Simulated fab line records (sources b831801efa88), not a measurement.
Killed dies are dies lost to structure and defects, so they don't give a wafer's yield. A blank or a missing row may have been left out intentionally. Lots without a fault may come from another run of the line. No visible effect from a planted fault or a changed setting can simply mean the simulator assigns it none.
Which tool did it? / flow sky130 / 11 lots with 33 wafers sampled at 5 steps, on a route of 708 steps

== WHAT THE GAUGES SHOWED, per wafer ==
SKY_VT_ADJUST_HVTR_OVL_MEAS_08.
lot=L180; measured=day 9 07:25; on=overlay-02; VT_ADJUST_HVTR_OVL (nm)=-0.1 -0.2 1.3
lot=L183; measured=day 10 06:44; on=overlay-02; VT_ADJUST_HVTR_OVL (nm)=2.7 2.6 2.8
lot=L186; measured=day 10 21:43; on=overlay-02; VT_ADJUST_HVTR_OVL (nm)=-0.3 -0.9 -0.3
lot=L187; measured=day 11 10:31; on=overlay-01; VT_ADJUST_HVTR_OVL (nm)=1.6 1.4 2.0
lot=L188; measured=day 11 22:08; on=overlay-02; VT_ADJUST_HVTR_OVL (nm)=-2.3 -1.1 -2.0
lot=L193; measured=day 13 08:01; on=overlay-01; VT_ADJUST_HVTR_OVL (nm)=0.9 2.5 1.5
lot=L194; measured=day 13 12:41; on=overlay-01; VT_ADJUST_HVTR_OVL (nm)=0.7 -0.5 1.0
lot=L195; measured=day 13 23:42; on=overlay-01; VT_ADJUST_HVTR_OVL (nm)=-0.1 0.8 -0.4
lot=L201; measured=day 15 17:02; on=overlay-02; VT_ADJUST_HVTR_OVL (nm)=-0.1 -0.1 -0.1
lot=L202; measured=day 16 01:10; on=overlay-01; VT_ADJUST_HVTR_OVL (nm)=-1.2 1.1 -0.3
lot=L203; measured=day 16 09:53; on=overlay-01; VT_ADJUST_HVTR_OVL (nm)=-0.2 -0.3 1.1

SKY_SONOS_TUNNEL_CD_MEAS_07: target cd 410 nm.
lot=L180; measured=day 11 04:10; on=cd_sem-02; cd_nm (nm)=406.5 408.0 406.7
lot=L183; measured=day 12 05:14; on=cd_sem-02; cd_nm (nm)=409.7 410.4 409.3
lot=L186; measured=day 12 21:07; on=cd_sem-02; cd_nm (nm)=410.0 409.7 408.8
lot=L187; measured=day 13 10:32; on=cd_sem-02; cd_nm (nm)=412.0 411.8 412.1
lot=L188; measured=day 13 23:13; on=cd_sem-01; cd_nm (nm)=412.3 409.6 411.1
lot=L193; measured=day 15 13:44; on=cd_sem-02; cd_nm (nm)=414.5 410.6 411.5
lot=L194; measured=day 15 16:52; on=cd_sem-02; cd_nm (nm)=408.3 408.9 409.2
lot=L195; measured=day 16 05:29; on=cd_sem-01; cd_nm (nm)=410.0 409.7 411.6
lot=L201; measured=day 18 02:35; on=cd_sem-02; cd_nm (nm)=410.6 410.6 410.3
lot=L202; measured=day 18 11:40; on=cd_sem-01; cd_nm (nm)=404.2 404.5 406.6
lot=L203; measured=day 18 19:58; on=cd_sem-01; cd_nm (nm)=411.9 410.7 410.2

SKY_SONOS_ONO_THK_MEAS_01.
lot=L180; measured=day 11 10:01; on=film_metro-03; SONOS_ONO_OXIDATION_THK (nm)=2.72 2.71 2.73
lot=L183; measured=day 12 08:09; on=film_metro-03; SONOS_ONO_OXIDATION_THK (nm)=2.59 2.58 2.60
lot=L186; measured=day 12 23:58; on=film_metro-01; SONOS_ONO_OXIDATION_THK (nm)=2.66 2.67 2.60
lot=L187; measured=day 13 12:36; on=film_metro-01; SONOS_ONO_OXIDATION_THK (nm)=2.63 2.61 2.55
lot=L188; measured=day 14 02:31; on=film_metro-01; SONOS_ONO_OXIDATION_THK (nm)=2.64 2.63 2.61
lot=L193; measured=day 15 15:53; on=film_metro-03; SONOS_ONO_OXIDATION_THK (nm)=2.70 2.69 2.69
lot=L194; measured=day 15 19:58; on=film_metro-04; SONOS_ONO_OXIDATION_THK (nm)=2.12 2.02 2.07 2.06 2.00 2.14
lot=L195; measured=day 16 09:25; on=film_metro-04; SONOS_ONO_OXIDATION_THK (nm)=1.97 1.96 1.94 2.03 2.01 2.01
lot=L201; measured=day 18 06:55; on=film_metro-01; SONOS_ONO_OXIDATION_THK (nm)=2.56 2.55 2.51
lot=L202; measured=day 18 15:10; on=film_metro-03; SONOS_ONO_OXIDATION_THK (nm)=2.63 2.57 2.62
lot=L203; measured=day 18 21:57; on=film_metro-03; SONOS_ONO_OXIDATION_THK (nm)=2.53 2.64 2.67

SKY_GATE_OXIDE_THK_MEAS_02.
lot=L180; measured=day 12 14:45; on=film_metro-02; GATE_OXIDE_OXIDATION_00_THK (nm)=10.70 10.50 10.54
lot=L183; measured=day 13 13:47; on=film_metro-03; GATE_OXIDE_OXIDATION_00_THK (nm)=10.29 10.61 10.31
lot=L186; measured=day 14 08:49; on=film_metro-02; GATE_OXIDE_OXIDATION_00_THK (nm)=10.51 10.51 10.54
lot=L187; measured=day 14 18:35; on=film_metro-03; GATE_OXIDE_OXIDATION_00_THK (nm)=10.14 10.35 9.98
lot=L188; measured=day 15 12:23; on=film_metro-03; GATE_OXIDE_OXIDATION_00_THK (nm)=10.61 10.74 10.61
lot=L193; measured=day 17 01:04; on=film_metro-02; GATE_OXIDE_OXIDATION_00_THK (nm)=10.43 10.56 10.34
lot=L194; measured=day 17 03:59; on=film_metro-04; GATE_OXIDE_OXIDATION_00_THK (nm)=10.26 10.29 10.39
lot=L195; measured=day 17 19:04; on=film_metro-03; GATE_OXIDE_OXIDATION_00_THK (nm)=9.82 10.00 10.00
lot=L201; measured=day 19 19:52; on=film_metro-03; GATE_OXIDE_OXIDATION_00_THK (nm)=10.69 10.80 10.65
lot=L202; measured=day 20 04:49; on=film_metro-04; GATE_OXIDE_OXIDATION_00_THK (nm)=10.41 10.66 10.45
lot=L203; measured=day 20 10:38; on=film_metro-02; GATE_OXIDE_OXIDATION_00_THK (nm)=10.55 10.59 10.69

== TOOL THAT RAN EACH LOT (tool first, then ch and the chambers of the sampled wafers, then the start) ==
lot=L180; SKY_SONOS_ONO_OXIDATION_00=furnace-01 ch 0, day 11 08:38
lot=L183; SKY_SONOS_ONO_OXIDATION_00=furnace-02 ch 0, day 12 06:48
lot=L186; SKY_SONOS_ONO_OXIDATION_00=furnace-02 ch 0, day 12 22:37
lot=L187; SKY_SONOS_ONO_OXIDATION_00=furnace-02 ch 0, day 13 11:15
lot=L188; SKY_SONOS_ONO_OXIDATION_00=furnace-02 ch 0, day 14 01:10
lot=L193; SKY_SONOS_ONO_OXIDATION_00=furnace-01 ch 0, day 15 14:32
lot=L194; SKY_SONOS_ONO_OXIDATION_00=furnace-01 ch 0, day 15 18:38
lot=L195; SKY_SONOS_ONO_OXIDATION_00=furnace-01 ch 0, day 16 08:03
lot=L201; SKY_SONOS_ONO_OXIDATION_00=furnace-02 ch 0, day 18 05:35
lot=L202; SKY_SONOS_ONO_OXIDATION_00=furnace-02 ch 0, day 18 13:47
lot=L203; SKY_SONOS_ONO_OXIDATION_00=furnace-01 ch 0, day 18 20:35
- SKY_SONOS_ONO_OXIDATION_00: stabilise 600 s, purge 300 s, target thk 2.6 nm.

== WHAT THE TOOLS THEMSELVES READ (means of the sampled wafers that have a number; where no wafer has one, the mark that the record gives instead) ==
SKY_SONOS_ONO_OXIDATION_00.
lot=L180; tool=furnace-01; ramp_up_c_per_min=9.999; spike_tc_bottom_C (C)=818.9; spike_tc_centre_C (C)=800.0; spike_tc_lower_C (C)=803.8; spike_tc_top_C (C)=810.6; spike_tc_upper_C (C)=800.1; tube_center_temp_C (C)=800; tube_center_temp_C_max=801.7; zone_power_bottom_pct (%)=24.0; zone_power_top_pct (%)=24.7; zone_power_upper_pct (%)=13.7
lot=L183; tool=furnace-02; ramp_up_c_per_min=10.003; spike_tc_bottom_C (C)=818.7; spike_tc_centre_C (C)=798.7; spike_tc_lower_C (C)=799.5; spike_tc_top_C (C)=815.3; spike_tc_upper_C (C)=800.6; tube_center_temp_C (C)=800; tube_center_temp_C_max=802.6; zone_power_bottom_pct (%)=24.6; zone_power_top_pct (%)=22.2; zone_power_upper_pct (%)=13.0
lot=L186; tool=furnace-02; ramp_up_c_per_min=9.999; spike_tc_bottom_C (C)=820.0; spike_tc_centre_C (C)=800.8; spike_tc_lower_C (C)=799.5; spike_tc_top_C (C)=814.8; spike_tc_upper_C (C)=799.9; tube_center_temp_C (C)=800; tube_center_temp_C_max=802.1; zone_power_bottom_pct (%)=24.6; zone_power_top_pct (%)=22.3; zone_power_upper_pct (%)=13.1
lot=L187; tool=furnace-02; ramp_up_c_per_min=10.001; spike_tc_bottom_C (C)=819.0; spike_tc_centre_C (C)=797.8; spike_tc_lower_C (C)=799.3; spike_tc_top_C (C)=816.0; spike_tc_upper_C (C)=800.7; tube_center_temp_C (C)=800; tube_center_temp_C_max=802.0; zone_power_bottom_pct (%)=24.5; zone_power_top_pct (%)=22.4; zone_power_upper_pct (%)=12.9
lot=L188; tool=furnace-02; ramp_up_c_per_min=10.000; spike_tc_bottom_C (C)=819.3; spike_tc_centre_C (C)=798.9; spike_tc_lower_C (C)=799.5; spike_tc_top_C (C)=815.8; spike_tc_upper_C (C)=800.6; tube_center_temp_C (C)=800; tube_center_temp_C_max=802.2; zone_power_bottom_pct (%)=24.6; zone_power_top_pct (%)=22.3; zone_power_upper_pct (%)=13.1
lot=L193; tool=furnace-01; ramp_up_c_per_min=10.000; spike_tc_bottom_C (C)=817.8; spike_tc_centre_C (C)=799.9; spike_tc_lower_C (C)=803.7; spike_tc_top_C (C)=810.7; spike_tc_upper_C (C)=798.9; tube_center_temp_C (C)=800; tube_center_temp_C_max=801.9; zone_power_bottom_pct (%)=24.1; zone_power_top_pct (%)=24.6; zone_power_upper_pct (%)=13.7
lot=L194; tool=furnace-01; ramp_up_c_per_min=10.001; spike_tc_bottom_C (C)=801.7; spike_tc_centre_C (C)=781.9; spike_tc_lower_C (C)=785.9; spike_tc_top_C (C)=793.4; spike_tc_upper_C (C)=781.3; tube_center_temp_C (C)=782; tube_center_temp_C_max=783.4; zone_power_bottom_pct (%)=23.0; zone_power_top_pct (%)=24.1; zone_power_upper_pct (%)=13.2
lot=L195; tool=furnace-01; ramp_up_c_per_min=10.000; spike_tc_bottom_C (C)=800.4; spike_tc_centre_C (C)=781.2; spike_tc_lower_C (C)=785.5; spike_tc_top_C (C)=792.8; spike_tc_upper_C (C)=780.9; tube_center_temp_C (C)=782; tube_center_temp_C_max=783.6; zone_power_bottom_pct (%)=22.9; zone_power_top_pct (%)=24.1; zone_power_upper_pct (%)=13.2
lot=L201; tool=furnace-02; ramp_up_c_per_min=10.001; spike_tc_bottom_C (C)=818.6; spike_tc_centre_C (C)=798.1; spike_tc_lower_C (C)=799.4; spike_tc_top_C (C)=815.4; spike_tc_upper_C (C)=800.6; tube_center_temp_C (C)=800; tube_center_temp_C_max=801.7; zone_power_bottom_pct (%)=24.5; zone_power_top_pct (%)=22.3; zone_power_upper_pct (%)=13.1
lot=L202; tool=furnace-02; ramp_up_c_per_min=10.002; spike_tc_bottom_C (C)=820.2; spike_tc_centre_C (C)=798.2; spike_tc_lower_C (C)=799.6; spike_tc_top_C (C)=815.9; spike_tc_upper_C (C)=799.8; tube_center_temp_C (C)=800; tube_center_temp_C_max=801.9; zone_power_bottom_pct (%)=24.5; zone_power_top_pct (%)=22.2; zone_power_upper_pct (%)=13.0
lot=L203; tool=furnace-01; ramp_up_c_per_min=10.000; spike_tc_bottom_C (C)=819.6; spike_tc_centre_C (C)=800.0; spike_tc_lower_C (C)=803.6; spike_tc_top_C (C)=810.8; spike_tc_upper_C (C)=800.2; tube_center_temp_C (C)=800; tube_center_temp_C_max=802.0; zone_power_bottom_pct (%)=23.8; zone_power_top_pct (%)=25.0; zone_power_upper_pct (%)=13.7

== THE ANSWER, worked out from the rows above alone ==
Rule: what is usual is taken from the lots themselves. The widest of any qualifying gaps counts: lots, ordered by their means at a reading, are off when they make up no more than a third of the lots, leave a main group of 4 or more, and stand apart from it by 3 or more times the standard deviation of that group's means. The tables above print the reading to a certain number of digits; a main group whose means all agree to those digits is not used. Also off: a lot with no number at a reading for which 4 or more lots have one. Any other lot the step has rows for is counted as sound. The gauges are gone through in route order, then the tools' own readings, and for those a lot's mean is taken as printed above. At the first step where some lot is off, the reading lying furthest off is the one used; lots without a number count as furthest.
Off: at SKY_SONOS_ONO_THK_MEAS_01 (SONOS_ONO_OXIDATION_THK), L194, L195. The main group: mean 2.63 nm, standard deviation 0.051.
A tool fits if, at a process step before that reading, it ran every lot that is off, and no sound lot after the first of them. The gauges at SKY_SONOS_ONO_THK_MEAS_01 aren't tried: what is off there is off at SKY_SONOS_ONO_OXIDATION_00 too, on other tools, and a gauge's error can't cause that. No candidate that was tried fits.

== WHAT THE SIMULATOR HAD INSERTED ==
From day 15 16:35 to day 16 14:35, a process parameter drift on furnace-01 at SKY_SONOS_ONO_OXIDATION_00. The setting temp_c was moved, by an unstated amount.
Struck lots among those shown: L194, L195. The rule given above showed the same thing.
